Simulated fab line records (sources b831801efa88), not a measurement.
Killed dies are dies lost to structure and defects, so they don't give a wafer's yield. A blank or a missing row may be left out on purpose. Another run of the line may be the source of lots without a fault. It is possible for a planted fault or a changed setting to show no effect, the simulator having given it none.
fab line records | flow gf180mcu | part 1 of 2: steps 1 to 29 of 40
record: lots: 5 | wafers: 15 | lastDay: 34
route steps=602 shown LVPWELL@58 MVSD@66 MVPSD@78 VT_IMPLANT@90
lots that met no fault: from a run of the same line without faults
startH: hours from the record's opening day to when the first of the lot's shown wafers began | waitH: time in hours since the lot's previous step | " the same as in the row above | L1.1+2: a row that stands for several wafers | - no value, or no start given | * or withheld: withheld | < > ~ a bound
route shown NAME@n: NAME is a module with steps in the file, n the number in the route of the first one | usual: mean and standard deviation over wafers with no fault | same: alike in all rows | chamber/n: place in a boat | sites: per-site readings | _std_site: standard deviation of those values | _edge_site: the outer-site mean with the inner-site mean subtracted | radiusMm: how far each site lies from the wafer's centre | mask NAME#n: copy n | behind: the tool/chamber that last shaped the wafer | hold: why the lot was held/for how many hours/how that ended | device: transistor that didn't switch, given as n, p or np | end of line: tests run on the same wafers once the route is complete | for a step that has no rows: nothing shown but its recipe | killed: dies lost to structure and defects at the first sort, not the wafer's yield | map: the dies of a wafer, with x for killed, . for not killed, _ for no die there
set.NAME: the setting as run; set.NAME@STEP: as run at that earlier step | model.NAME: the simulator's own value behind a step, which no gauge read
lots seen at some steps along the route; tables by step, rows by wafer
services: the hour from which a tool's chamber was out of use, counted from the record's first day as startH (under 0 if before that day), plus the number of hours and why
== steps ==
step: GF_LVPWELL_EXPOSE_04
recipe: maskId: LVPWELL | targetCdNm: 600 | na: 0.6 | sourceShape: conventional | sigmaOuter: 0.6 | doseMj: 260
usual: focusOffsetNm: 0.0/0.45
lot.wafer | tool            | chamber | startH | waitH | mask      | focusOffsetNm
L078.1    | ilineStepper-01 | 0       | -      | -     | LVPWELL#0 | -0.3
L078.5    | "               | 0       | "      | "     | LVPWELL#0 | -0.4
L078.6    | "               | 0       | "      | "     | LVPWELL#0 | -0.4
L082.2    | ilineStepper-01 | 0       | -      | -     | LVPWELL#0 | 0.4
L082.3    | "               | 0       | "      | "     | LVPWELL#0 | -0.1
L082.5    | "               | 0       | "      | "     | LVPWELL#0 | 0.3
L086.2    | ilineStepper-02 | 0       | -      | -     | LVPWELL#0 | 0.3
L086.3    | "               | 0       | "      | "     | LVPWELL#0 | -0.7
L086.6    | "               | 0       | "      | "     | LVPWELL#0 | 0.3
L088.1    | ilineStepper-02 | 0       | -      | -     | LVPWELL#0 | 0.3
L088.2    | "               | 0       | "      | "     | LVPWELL#0 | 0.0
L088.5    | "               | 0       | "      | "     | LVPWELL#0 | 0.0
L096.3    | ilineStepper-02 | 0       | -      | -     | LVPWELL#0 | -0.2
L096.4    | "               | 0       | "      | "     | LVPWELL#0 | 0.1
L096.5    | "               | 0       | "      | "     | LVPWELL#0 | 0.2
step: GF_LVPWELL_PEB_05
recipe: tempC: 115 | timeS: withheld
lot.wafer  | tool          | chamber | startH | waitH
L078.1+5+6 | lithoTrack-01 | 0       | -      | -
L082.2+3+5 | lithoTrack-01 | 0       | -      | -
L086.2+3+6 | lithoTrack-04 | 0       | -      | -
L088.1+2+5 | lithoTrack-01 | 0       | -      | -
L096.3+4+5 | lithoTrack-04 | 0       | -      | -
step: GF_LVPWELL_DEVELOP_06
recipe: wallAngleDeg: 90 | developTimeS: 60 | devTempC: 23
usual: developerTempC: 22.99/0.1
lot.wafer | tool          | chamber | startH | waitH | developerTempC
L078.1    | lithoTrack-01 | 0       | -      | -     | 22.98
L078.5    | "             | 0       | "      | "     | 23.03
L078.6    | "             | 0       | "      | "     | 22.92
L082.2    | lithoTrack-01 | 0       | -      | -     | 23.01
L082.3    | "             | 0       | "      | "     | 23.07
L082.5    | "             | 0       | "      | "     | 23.02
L086.2    | lithoTrack-04 | 0       | -      | -     | 22.93
L086.3    | "             | 0       | "      | "     | 22.96
L086.6    | "             | 0       | "      | "     | 23.21
L088.1    | lithoTrack-01 | 0       | -      | -     | 23.03
L088.2    | "             | 0       | "      | "     | 23.01
L088.5    | "             | 0       | "      | "     | 22.92
L096.3    | lithoTrack-04 | 0       | -      | -     | 23.09
L096.4    | "             | 0       | "      | "     | 23.30
L096.5    | "             | 0       | "      | "     | 23.18
step: GF_LVPWELL_OVL_MEAS_07
usual: LVPWELL_OVL: 0.3/1.4
lot.wafer | tool       | chamber | startH | waitH | LVPWELL_OVL[nm]
L078.1    | overlay-01 | -       | 93.23  | -     | -0.5
L078.5    | "          | -       | "      | "     | 0.3
L078.6    | "          | -       | "      | "     | 0.8
L082.2    | overlay-02 | -       | 116.44 | -     | 0.1
L082.3    | "          | -       | "      | "     | 0.6
L082.5    | "          | -       | "      | "     | 1.8
L086.2    | overlay-02 | -       | 135.93 | -     | 1.9
L086.3    | "          | -       | "      | "     | 1.5
L086.6    | "          | -       | "      | "     | 0.6
L088.1    | overlay-01 | -       | 145.23 | -     | 2.1
L088.2    | "          | -       | "      | "     | 0.0
L088.5    | "          | -       | "      | "     | 1.9
L096.3    | overlay-02 | -       | 195.89 | -     | 1.5
L096.4    | "          | -       | "      | "     | 1.8
L096.5    | "          | -       | "      | "     | 2.4
step: GF_LVPWELL_IMPLANT_08
recipe: species: B | energyKev: 170 | doseCm2: 1.5e+13 | tiltDeg: 0
usual: doseIonsCm2: 1.5e+13/1.7e+10 | tiltDeg: 0.005/0.019
lot.wafer | tool         | chamber | startH | waitH | doseIonsCm2 | tiltDeg
L078.1    | implanter-03 | 0       | 93.27  | 0.0   | 1.4995e+13  | -0.013
L078.5    | "            | 0       | "      | "     | 1.5002e+13  | -0.028
L078.6    | "            | 0       | "      | "     | 1.4973e+13  | 0.023
L082.2    | implanter-04 | 0       | 116.49 | 0.0   | 1.5011e+13  | -0.005
L082.3    | "            | 0       | "      | "     | 1.4989e+13  | -0.010
L082.5    | "            | 0       | "      | "     | 1.5002e+13  | -0.025
L086.2    | implanter-03 | 0       | 135.99 | 0.0   | 1.4993e+13  | 0.027
L086.3    | "            | 0       | "      | "     | 1.5002e+13  | -0.006
L086.6    | "            | 0       | "      | "     | 1.4991e+13  | 0.011
L088.1    | implanter-01 | 0       | 145.27 | 0.0   | 1.4949e+13  | 0.012
L088.2    | "            | 0       | "      | "     | 1.4984e+13  | 0.027
L088.5    | "            | 0       | "      | "     | 1.4991e+13  | 0.012
L096.3    | implanter-04 | 0       | 195.96 | 0.1   | 1.5013e+13  | -0.007
L096.4    | "            | 0       | "      | "     | 1.5024e+13  | -0.002
L096.5    | "            | 0       | "      | "     | 1.5013e+13  | -0.008
step: GF_LVPWELL_IMPLANT_09
recipe: species: B | energyKev: 60 | doseCm2: 5e+12 | tiltDeg: 0
usual: doseIonsCm2: 4.998e+12/5.4e+09 | tiltDeg: -0.001/0.017
lot.wafer | tool         | chamber | startH | waitH | doseIonsCm2 | tiltDeg
L078.1    | implanter-03 | 0       | 93.42  | 0.1   | 5.011e+12   | -0.003
L078.5    | "            | 0       | "      | "     | 5.008e+12   | 0.017
L078.6    | "            | 0       | "      | "     | 5.006e+12   | 0.001
L082.2    | implanter-04 | 0       | 116.64 | 0.1   | 4.989e+12   | -0.017
L082.3    | "            | 0       | "      | "     | 4.995e+12   | 0.027
L082.5    | "            | 0       | "      | "     | 5e+12       | 0.036
L086.2    | implanter-03 | 0       | 136.14 | 0.1   | 5.006e+12   | -0.004
L086.3    | "            | 0       | "      | "     | 5.002e+12   | -0.011
L086.6    | "            | 0       | "      | "     | 5.003e+12   | -0.002
L088.1    | implanter-01 | 0       | 145.42 | 0.1   | 5.001e+12   | -0.005
L088.2    | "            | 0       | "      | "     | 5.001e+12   | 0.013
L088.5    | "            | 0       | "      | "     | 4.994e+12   | 0.013
L096.3    | implanter-04 | 0       | 196.11 | 0.1   | 5e+12       | -0.009
L096.4    | "            | 0       | "      | "     | 4.998e+12   | -0.012
L096.5    | "            | 0       | "      | "     | 5e+12       | 0.008
step: GF_LVPWELL_STRIP_10
recipe: chemistry: O2/N2 | powerW: 1400 | pressureMtorr: 1500 | platenTempC: 250 | o2FlowSccm: 3000 | n2FlowSccm: 300 | overashFraction: 0.5
usual: drypumpMotorCurrentA: 5.81/0.3 | heaterPowerW: 342/16 | oesProductAu: 0.722/0.0048 | stripTimeToEndpointS: 36.93/0.099
same: overashFraction: 0.5
lot.wafer | tool           | chamber | startH | waitH | drypumpMotorCurrentA | heaterPowerW | oesProductAu | rfHoursCounterH | stripTimeToEndpointS
L078.1    | plasmaAsher-03 | 1       | 93.57  | 0.1   | 5.35                 | 321          | 0.714        | 40              | 36.94
L078.5    | "              | 1       | "      | "     | 5.36                 | 322          | 0.718        | -               | 36.96
L078.6    | "              | 0       | "      | "     | 6.00                 | 348          | 0.723        | -               | 36.88
L082.2    | plasmaAsher-01 | 0       | 116.77 | 0.1   | 6.09                 | 338          | 0.713        | 45              | 36.94
L082.3    | "              | 1       | "      | "     | 5.62                 | 360          | 0.724        | -               | 36.77
L082.5    | "              | 1       | "      | "     | 5.63                 | 354          | 0.730        | -               | 36.89
L086.2    | plasmaAsher-02 | 1       | 136.26 | 0.1   | 5.65                 | 330          | 0.724        | 37              | 36.67
L086.3    | "              | 1       | "      | "     | 5.66                 | 317          | 0.720        | -               | 36.73
L086.6    | "              | 0       | "      | "     | 6.15                 | 338          | 0.723        | -               | 36.85
L088.1    | plasmaAsher-02 | 0       | 145.57 | 0.1   | 6.18                 | 338          | 0.719        | 38              | 36.90
L088.2    | "              | 1       | "      | "     | 5.64                 | 323          | 0.729        | 38              | 36.92
L088.5    | "              | 0       | "      | "     | 6.17                 | 339          | 0.725        | -               | 36.87
L096.3    | plasmaAsher-01 | 0       | 196.25 | 0.1   | 6.09                 | 328          | 0.721        | -               | 36.94
L096.4    | "              | 1       | "      | "     | 5.63                 | 345          | 0.719        | -               | 37.03
L096.5    | "              | 1       | "      | "     | 5.61                 | 358          | 0.720        | -               | 36.98
step: GF_LVPWELL_TW_MEAS_11
usual: LVPWELL_TW: 555/6.7
lot.wafer | tool         | chamber | startH | waitH | LVPWELL_TW
L078.1    | filmMetro-02 | -       | 93.67  | 0.1   | 545
L078.5    | "            | -       | "      | "     | 547
L078.6    | "            | -       | "      | "     | 549
L082.2    | filmMetro-03 | -       | 116.88 | 0.1   | 556
L082.3    | "            | -       | "      | "     | 553
L082.5    | "            | -       | "      | "     | 555
L086.2    | filmMetro-01 | -       | 136.37 | 0.1   | 565
L086.3    | "            | -       | "      | "     | 566
L086.6    | "            | -       | "      | "     | 566
L088.1    | filmMetro-03 | -       | 145.67 | 0.1   | 554
L088.2    | "            | -       | "      | "     | 554
L088.5    | "            | -       | "      | "     | 556
L096.3    | filmMetro-01 | -       | 196.33 | 0.1   | 563
L096.4    | "            | -       | "      | "     | 562
L096.5    | "            | -       | "      | "     | 560
step: GF_MVSD_DEHYDRATE_00
recipe: tempC: 200 | timeS: 60
lot.wafer  | tool          | chamber | startH | waitH
L078.1+5+6 | lithoTrack-03 | 0       | 100.26 | 6.6
L082.2+3+5 | lithoTrack-03 | 0       | 123.28 | 6.4
L086.2+3+6 | lithoTrack-01 | 0       | 142.86 | 6.5
L088.1+2+5 | lithoTrack-01 | 0       | 152.03 | 6.4
L096.3+4+5 | lithoTrack-03 | 0       | 204.26 | 7.9
step: GF_MVSD_HMDS_01
recipe: primeTimeS: 60 | primeTempC: 120
lot.wafer  | tool          | chamber | startH | waitH
L078.1+5+6 | lithoTrack-03 | 0       | 100.41 | 0.1
L082.2+3+5 | lithoTrack-03 | 0       | 123.43 | 0.1
L086.2+3+6 | lithoTrack-01 | 0       | 143.01 | 0.1
L088.1+2+5 | lithoTrack-01 | 0       | 152.18 | 0.1
L096.3+4+5 | lithoTrack-03 | 0       | 204.41 | 0.1
step: GF_MVSD_COAT_02
recipe: spinRpm: 2000 | resistThkNm: 3000
lot.wafer  | tool          | chamber | startH | waitH
L078.1+5+6 | lithoTrack-03 | 0       | 100.56 | 0.1
L082.2+3+5 | lithoTrack-03 | 0       | 123.58 | 0.1
L086.2+3+6 | lithoTrack-01 | 0       | 143.16 | 0.1
L088.1+2+5 | lithoTrack-01 | 0       | 152.33 | 0.1
L096.3+4+5 | lithoTrack-03 | 0       | 204.56 | 0.1
step: GF_MVSD_SOFTBAKE_03
recipe: tempC: 110 | timeS: withheld
lot.wafer  | tool          | chamber | startH | waitH
L078.1+5+6 | lithoTrack-03 | 0       | 100.71 | 0.1
L082.2+3+5 | lithoTrack-03 | 0       | 123.74 | 0.1
L086.2+3+6 | lithoTrack-01 | 0       | 143.32 | 0.1
L088.1+2+5 | lithoTrack-01 | 0       | 152.48 | 0.1
L096.3+4+5 | lithoTrack-03 | 0       | 204.73 | 0.1
step: GF_MVSD_EXPOSE_04
recipe: maskId: MVSD | targetCdNm: 1000 | na: 0.6 | sourceShape: conventional | sigmaOuter: 0.6 | doseMj: 260
usual: focusOffsetNm: 0.0/0.52
lot.wafer | tool            | chamber | startH | waitH | mask   | focusOffsetNm
L078.1    | ilineStepper-01 | 0       | -      | -     | MVSD#0 | 0.8
L078.5    | "               | 0       | "      | "     | MVSD#0 | 0.1
L078.6    | "               | 0       | "      | "     | MVSD#0 | 1.2
L082.2    | ilineStepper-01 | 0       | -      | -     | MVSD#0 | 0.3
L082.3    | "               | 0       | "      | "     | MVSD#0 | 0.7
L082.5    | "               | 0       | "      | "     | MVSD#0 | 1.7
L086.2    | ilineStepper-02 | 0       | -      | -     | MVSD#0 | 0.5
L086.3    | "               | 0       | "      | "     | MVSD#0 | -0.2
L086.6    | "               | 0       | "      | "     | MVSD#0 | 0.4
L088.1    | ilineStepper-02 | 0       | -      | -     | MVSD#0 | -0.3
L088.2    | "               | 0       | "      | "     | MVSD#0 | -0.8
L088.5    | "               | 0       | "      | "     | MVSD#0 | -0.5
L096.3    | ilineStepper-01 | 0       | -      | -     | MVSD#0 | -0.4
L096.4    | "               | 0       | "      | "     | MVSD#0 | 0.0
L096.5    | "               | 0       | "      | "     | MVSD#0 | -0.5
step: GF_MVSD_PEB_05
recipe: tempC: 115 | timeS: withheld
lot.wafer  | tool          | chamber | startH | waitH
L078.1+5+6 | lithoTrack-03 | 0       | -      | -
L082.2+3+5 | lithoTrack-03 | 0       | -      | -
L086.2+3+6 | lithoTrack-01 | 0       | -      | -
L088.1+2+5 | lithoTrack-03 | 0       | -      | -
L096.3+4+5 | lithoTrack-02 | 0       | -      | -
step: GF_MVSD_DEVELOP_06
recipe: wallAngleDeg: 90 | developTimeS: 60 | devTempC: 23
usual: developerTempC: 23.02/0.1
lot.wafer | tool          | chamber | startH | waitH | developerTempC
L078.1    | lithoTrack-03 | 0       | -      | -     | 22.91
L078.5    | "             | 0       | "      | "     | 23.12
L078.6    | "             | 0       | "      | "     | 23.22
L082.2    | lithoTrack-03 | 0       | -      | -     | 23.03
L082.3    | "             | 0       | "      | "     | 23.01
L082.5    | "             | 0       | "      | "     | 22.97
L086.2    | lithoTrack-01 | 0       | -      | -     | 23.01
L086.3    | "             | 0       | "      | "     | 23.08
L086.6    | "             | 0       | "      | "     | 22.99
L088.1    | lithoTrack-03 | 0       | -      | -     | 22.92
L088.2    | "             | 0       | "      | "     | 22.84
L088.5    | "             | 0       | "      | "     | 22.95
L096.3    | lithoTrack-02 | 0       | -      | -     | 23.10
L096.4    | "             | 0       | "      | "     | 23.09
L096.5    | "             | 0       | "      | "     | 23.14
step: GF_MVSD_OVL_MEAS_07
usual: MVSD_OVL: 0.4/1.3
lot.wafer | tool       | chamber | startH | waitH | MVSD_OVL[nm]
L078.1    | overlay-01 | -       | 108.01 | -     | 1.1
L078.5    | "          | -       | "      | "     | 0.5
L078.6    | "          | -       | "      | "     | 0.6
L082.2    | overlay-02 | -       | 131.27 | -     | 0.4
L082.3    | "          | -       | "      | "     | 0.7
L082.5    | "          | -       | "      | "     | 1.3
L086.2    | overlay-02 | -       | 150.29 | -     | 2.3
L086.3    | "          | -       | "      | "     | 1.5
L086.6    | "          | -       | "      | "     | 0.6
L088.1    | overlay-01 | -       | 160.21 | -     | 0.4
L088.2    | "          | -       | "      | "     | 1.2
L088.5    | "          | -       | "      | "     | 0.0
L096.3    | overlay-02 | -       | 213.30 | -     | 1.0
L096.4    | "          | -       | "      | "     | 2.6
L096.5    | "          | -       | "      | "     | 1.7
step: GF_MVSD_IMPLANT_08
recipe: species: P | energyKev: 400 | doseCm2: 1.6e+13 | tiltDeg: 0
usual: doseIonsCm2: 1.6001e+13/1.9e+10 | tiltDeg: -0.001/0.02
lot.wafer | tool         | chamber | startH | waitH | doseIonsCm2 | tiltDeg
L078.1    | implanter-01 | 0       | 108.05 | 0.0   | 1.5974e+13  | 0.027
L078.5    | "            | 0       | "      | "     | 1.5999e+13  | 0.021
L078.6    | "            | 0       | "      | "     | 1.5989e+13  | -0.029
L082.2    | implanter-03 | 0       | 131.32 | 0.0   | 1.6021e+13  | -0.008
L082.3    | "            | 0       | "      | "     | 1.6011e+13  | 0.014
L082.5    | "            | 0       | "      | "     | 1.6021e+13  | 0.005
L086.2    | implanter-03 | 0       | 150.34 | 0.0   | 1.6011e+13  | -0.014
L086.3    | "            | 0       | "      | "     | 1.602e+13   | 0.004
L086.6    | "            | 0       | "      | "     | 1.5998e+13  | -0.013
L088.1    | implanter-01 | 0       | 160.25 | 0.0   | 1.5976e+13  | 0.010
L088.2    | "            | 0       | "      | "     | 1.6005e+13  | -0.031
L088.5    | "            | 0       | "      | "     | 1.5959e+13  | -0.010
L096.3    | implanter-01 | 0       | 213.37 | 0.1   | 1.5991e+13  | 0.015
L096.4    | "            | 0       | "      | "     | 1.5999e+13  | 0.014
L096.5    | "            | 0       | "      | "     | 1.602e+13   | 0.013
step: GF_MVSD_IMPLANT_09
recipe: species: P | energyKev: 100 | doseCm2: 5e+12 | tiltDeg: 0
usual: doseIonsCm2: 5e+12/5.4e+09 | tiltDeg: -0.001/0.018
lot.wafer | tool         | chamber | startH | waitH | doseIonsCm2 | tiltDeg
L078.1    | implanter-01 | 0       | 108.20 | 0.1   | 5.002e+12   | -0.012
L078.5    | "            | 0       | "      | "     | 5.002e+12   | -0.021
L078.6    | "            | 0       | "      | "     | 5.002e+12   | 0.017
L082.2    | implanter-03 | 0       | 131.47 | 0.1   | 4.993e+12   | 0.005
L082.3    | "            | 0       | "      | "     | 5.011e+12   | -0.028
L082.5    | "            | 0       | "      | "     | 5.007e+12   | -0.019
L086.2    | implanter-03 | 0       | 150.49 | 0.1   | 5.007e+12   | -0.016
L086.3    | "            | 0       | "      | "     | 4.999e+12   | -0.014
L086.6    | "            | 0       | "      | "     | 5.003e+12   | -0.014
L088.1    | implanter-01 | 0       | 160.40 | 0.1   | 4.995e+12   | -0.001
L088.2    | "            | 0       | "      | "     | 5e+12       | -0.005
L088.5    | "            | 0       | "      | "     | 5e+12       | -0.017
L096.3    | implanter-01 | 0       | 213.52 | 0.1   | 4.996e+12   | -0.038
L096.4    | "            | 0       | "      | "     | 5.002e+12   | 0.003
L096.5    | "            | 0       | "      | "     | 4.99e+12    | 0.008
step: GF_MVSD_STRIP_10
recipe: chemistry: O2/N2 | powerW: 1400 | pressureMtorr: 1500 | platenTempC: 250 | o2FlowSccm: 3000 | n2FlowSccm: 300 | overashFraction: 0.5
usual: drypumpMotorCurrentA: 5.7/0.34 | heaterPowerW: 336/20 | oesProductAu: 0.723/0.0045 | stripTimeToEndpointS: 36.98/0.099
same: overashFraction: 0.5
lot.wafer | tool           | chamber | startH | waitH | drypumpMotorCurrentA | heaterPowerW | oesProductAu | rfHoursCounterH | stripTimeToEndpointS
L078.1    | plasmaAsher-04 | 0       | 108.35 | 0.1   | 5.8                  | 309          | 0.720        | 48              | 37.08
L078.5    | "              | 1       | "      | "     | 5.1                  | 341          | 0.720        | -               | 37.12
L078.6    | "              | 0       | "      | "     | 5.8                  | 301          | 0.723        | -               | 37.10
L082.2    | plasmaAsher-03 | 0       | 131.60 | 0.1   | 6.0                  | 360          | 0.717        | 1               | 36.99
L082.3    | "              | 0       | "      | "     | 6.0                  | 368          | 0.713        | -               | 37.01
L082.5    | "              | 0       | "      | "     | 6.0                  | 368          | 0.726        | -               | 37.06
L086.2    | plasmaAsher-04 | 1       | 150.62 | 0.1   | 5.1                  | 328          | 0.719        | 53              | 36.94
L086.3    | "              | 0       | "      | "     | 5.8                  | 298          | 0.721        | -               | 36.97
L086.6    | "              | 0       | "      | "     | 5.8                  | 304          | 0.714        | -               | 36.96
L088.1    | plasmaAsher-04 | 0       | 160.55 | 0.1   | 5.8                  | 296          | 0.734        | 53              | 36.96
L088.2    | "              | 1       | "      | "     | 5.1                  | 334          | 0.725        | 53              | 36.92
L088.5    | "              | 0       | "      | "     | 5.8                  | 307          | 0.732        | -               | 36.94
L096.3    | plasmaAsher-01 | 1       | 213.66 | 0.1   | 5.6                  | 351          | 0.725        | -               | 36.99
L096.4    | "              | 0       | "      | "     | 6.1                  | 331          | 0.715        | -               | 36.97
L096.5    | "              | 1       | "      | "     | 5.6                  | 347          | 0.724        | -               | 37.00
step: GF_MVSD_TW_MEAS_11
usual: MVSD_TW: 1565/21
lot.wafer | tool         | chamber | startH | waitH | MVSD_TW
L078.1    | filmMetro-01 | -       | 108.45 | 0.1   | 1577
L078.5    | "            | -       | "      | "     | 1581
L078.6    | "            | -       | "      | "     | 1588
L082.2    | filmMetro-02 | -       | 131.71 | 0.1   | 1536
L082.3    | "            | -       | "      | "     | 1538
L082.5    | "            | -       | "      | "     | 1543
L086.2    | filmMetro-02 | -       | 150.73 | 0.1   | 1533
L086.3    | "            | -       | "      | "     | 1543
L086.6    | "            | -       | "      | "     | 1538
L088.1    | filmMetro-01 | -       | 160.65 | 0.1   | 1583
L088.2    | "            | -       | "      | "     | 1589
L088.5    | "            | -       | "      | "     | 1586
L096.3    | filmMetro-03 | -       | 213.74 | 0.1   | 1574
L096.4    | "            | -       | "      | "     | 1578
L096.5    | "            | -       | "      | "     | 1577
step: GF_MVPSD_DEHYDRATE_00
recipe: tempC: 200 | timeS: 60
lot.wafer  | tool          | chamber | startH | waitH
L078.1+5+6 | lithoTrack-01 | 0       | 113.83 | 5.4
L082.2+3+5 | lithoTrack-03 | 0       | 139.03 | 7.3
L086.2+3+6 | lithoTrack-01 | 0       | 158.06 | 7.3
L088.1+2+5 | lithoTrack-01 | 0       | 168.13 | 7.5
L096.3+4+5 | lithoTrack-01 | 0       | 221.73 | 8.0
step: GF_MVPSD_HMDS_01
recipe: primeTimeS: 60 | primeTempC: 120
lot.wafer  | tool          | chamber | startH | waitH
L078.1+5+6 | lithoTrack-01 | 0       | 113.98 | 0.1
L082.2+3+5 | lithoTrack-03 | 0       | 139.18 | 0.1
L086.2+3+6 | lithoTrack-01 | 0       | 158.21 | 0.1
L088.1+2+5 | lithoTrack-01 | 0       | 168.28 | 0.1
L096.3+4+5 | lithoTrack-01 | 0       | 221.88 | 0.1
step: GF_MVPSD_COAT_02
recipe: spinRpm: 2000 | resistThkNm: 3000
lot.wafer  | tool          | chamber | startH | waitH
L078.1+5+6 | lithoTrack-01 | 0       | 114.13 | 0.1
L082.2+3+5 | lithoTrack-03 | 0       | 139.33 | 0.1
L086.2+3+6 | lithoTrack-01 | 0       | 158.36 | 0.1
L088.1+2+5 | lithoTrack-01 | 0       | 168.43 | 0.1
L096.3+4+5 | lithoTrack-01 | 0       | 222.03 | 0.1
step: GF_MVPSD_SOFTBAKE_03
recipe: tempC: 110 | timeS: withheld
lot.wafer  | tool          | chamber | startH | waitH
L078.1+5+6 | lithoTrack-01 | 0       | 114.28 | 0.1
L082.2+3+5 | lithoTrack-03 | 0       | 139.49 | 0.1
L086.2+3+6 | lithoTrack-01 | 0       | 158.52 | 0.1
L088.1+2+5 | lithoTrack-01 | 0       | 168.58 | 0.1
L096.3+4+5 | lithoTrack-01 | 0       | 222.20 | 0.1
step: GF_MVPSD_EXPOSE_04
recipe: maskId: MVPSD | targetCdNm: 1000 | na: 0.6 | sourceShape: conventional | sigmaOuter: 0.6 | doseMj: 260
usual: focusOffsetNm: 0.1/0.57
lot.wafer | tool            | chamber | startH | waitH | mask    | focusOffsetNm
L078.1    | ilineStepper-02 | 0       | -      | -     | MVPSD#0 | -0.3
L078.5    | "               | 0       | "      | "     | MVPSD#0 | -0.1
L078.6    | "               | 0       | "      | "     | MVPSD#0 | -0.3
L082.2    | ilineStepper-01 | 0       | -      | -     | MVPSD#0 | 0.1
L082.3    | "               | 0       | "      | "     | MVPSD#0 | 0.4
L082.5    | "               | 0       | "      | "     | MVPSD#0 | 0.3
L086.2    | ilineStepper-02 | 0       | -      | -     | MVPSD#0 | -1.4
L086.3    | "               | 0       | "      | "     | MVPSD#0 | -1.7
L086.6    | "               | 0       | "      | "     | MVPSD#0 | -1.3
L088.1    | ilineStepper-02 | 0       | -      | -     | MVPSD#0 | 1.4
L088.2    | "               | 0       | "      | "     | MVPSD#0 | 1.3
L088.5    | "               | 0       | "      | "     | MVPSD#0 | 0.4
L096.3    | ilineStepper-01 | 0       | -      | -     | MVPSD#0 | 0.2
L096.4    | "               | 0       | "      | "     | MVPSD#0 | 0.0
L096.5    | "               | 0       | "      | "     | MVPSD#0 | 0.1
step: GF_MVPSD_PEB_05
recipe: tempC: 115 | timeS: withheld
lot.wafer  | tool          | chamber | startH | waitH
L078.1+5+6 | lithoTrack-04 | 0       | -      | -
L082.2+3+5 | lithoTrack-03 | 0       | -      | -
L086.2+3+6 | lithoTrack-04 | 0       | -      | -
L088.1+2+5 | lithoTrack-01 | 0       | -      | -
L096.3+4+5 | lithoTrack-03 | 0       | -      | -
step: GF_MVPSD_DEVELOP_06
recipe: wallAngleDeg: 90 | developTimeS: 60 | devTempC: 23
usual: developerTempC: 22.98/0.091
lot.wafer | tool          | chamber | startH | waitH | developerTempC
L078.1    | lithoTrack-04 | 0       | -      | -     | 23.07
L078.5    | "             | 0       | "      | "     | 22.94
L078.6    | "             | 0       | "      | "     | 22.92
L082.2    | lithoTrack-03 | 0       | -      | -     | 23.02
L082.3    | "             | 0       | "      | "     | 22.95
L082.5    | "             | 0       | "      | "     | 23.00
L086.2    | lithoTrack-04 | 0       | -      | -     | 23.03
L086.3    | "             | 0       | "      | "     | 23.25
L086.6    | "             | 0       | "      | "     | 23.04
L088.1    | lithoTrack-01 | 0       | -      | -     | 23.18
L088.2    | "             | 0       | "      | "     | 22.99
L088.5    | "             | 0       | "      | "     | 23.06
L096.3    | lithoTrack-03 | 0       | -      | -     | 22.95
L096.4    | "             | 0       | "      | "     | 22.99
L096.5    | "             | 0       | "      | "     | 22.97
step: GF_MVPSD_OVL_MEAS_07
usual: MVPSD_OVL: 0.0/1.2
lot.wafer | tool       | chamber | startH | waitH | MVPSD_OVL[nm]
L078.1    | overlay-02 | -       | 120.93 | -     | -0.4
L078.5    | "          | -       | "      | "     | -0.5
L078.6    | "          | -       | "      | "     | 0.2
L082.2    | overlay-02 | -       | 146.22 | -     | -1.0
L082.3    | "          | -       | "      | "     | -2.0
L082.5    | "          | -       | "      | "     | -0.1
L086.2    | overlay-01 | -       | 166.28 | -     | -1.2
L086.3    | "          | -       | "      | "     | -1.4
L086.6    | "          | -       | "      | "     | 0.1
L088.1    | overlay-01 | -       | 176.73 | -     | 2.7
L088.2    | "          | -       | "      | "     | 0.8
L088.5    | "          | -       | "      | "     | 2.0
L096.3    | overlay-01 | -       | 231.02 | -     | 0.3
L096.4    | "          | -       | "      | "     | 0.3
L096.5    | "          | -       | "      | "     | 0.0
step: GF_MVPSD_IMPLANT_08
recipe: species: B | energyKev: 170 | doseCm2: 1.5e+13 | tiltDeg: 0
usual: doseIonsCm2: 1.5003e+13/1.7e+10 | tiltDeg: 0.003/0.02
lot.wafer | tool         | chamber | startH | waitH | doseIonsCm2 | tiltDeg
L078.1    | implanter-04 | 0       | 120.96 | 0.0   | 1.5003e+13  | 0.034
L078.5    | "            | 0       | "      | "     | 1.5022e+13  | 0.012
L078.6    | "            | 0       | "      | "     | 1.5014e+13  | -0.001
L082.2    | implanter-04 | 0       | 146.27 | 0.0   | 1.5002e+13  | 0.039
L082.3    | "            | 0       | "      | "     | 1.5e+13     | 0.039
L082.5    | "            | 0       | "      | "     | 1.5002e+13  | 0.035
L086.2    | implanter-04 | 0       | 166.34 | 0.0   | 1.5003e+13  | -0.018
L086.3    | "            | 0       | "      | "     | 1.5001e+13  | -0.027
L086.6    | "            | 0       | "      | "     | 1.5008e+13  | -0.005
L088.1    | implanter-03 | 0       | 176.77 | 0.0   | 1.5016e+13  | -0.013
L088.2    | "            | 0       | "      | "     | 1.5017e+13  | -0.007
L088.5    | "            | 0       | "      | "     | 1.5007e+13  | 0.014
L096.3    | implanter-04 | 0       | 231.09 | 0.1   | 1.5033e+13  | -0.011
L096.4    | "            | 0       | "      | "     | 1.5028e+13  | 0
L096.5    | "            | 0       | "      | "     | 1.5003e+13  | 0.000
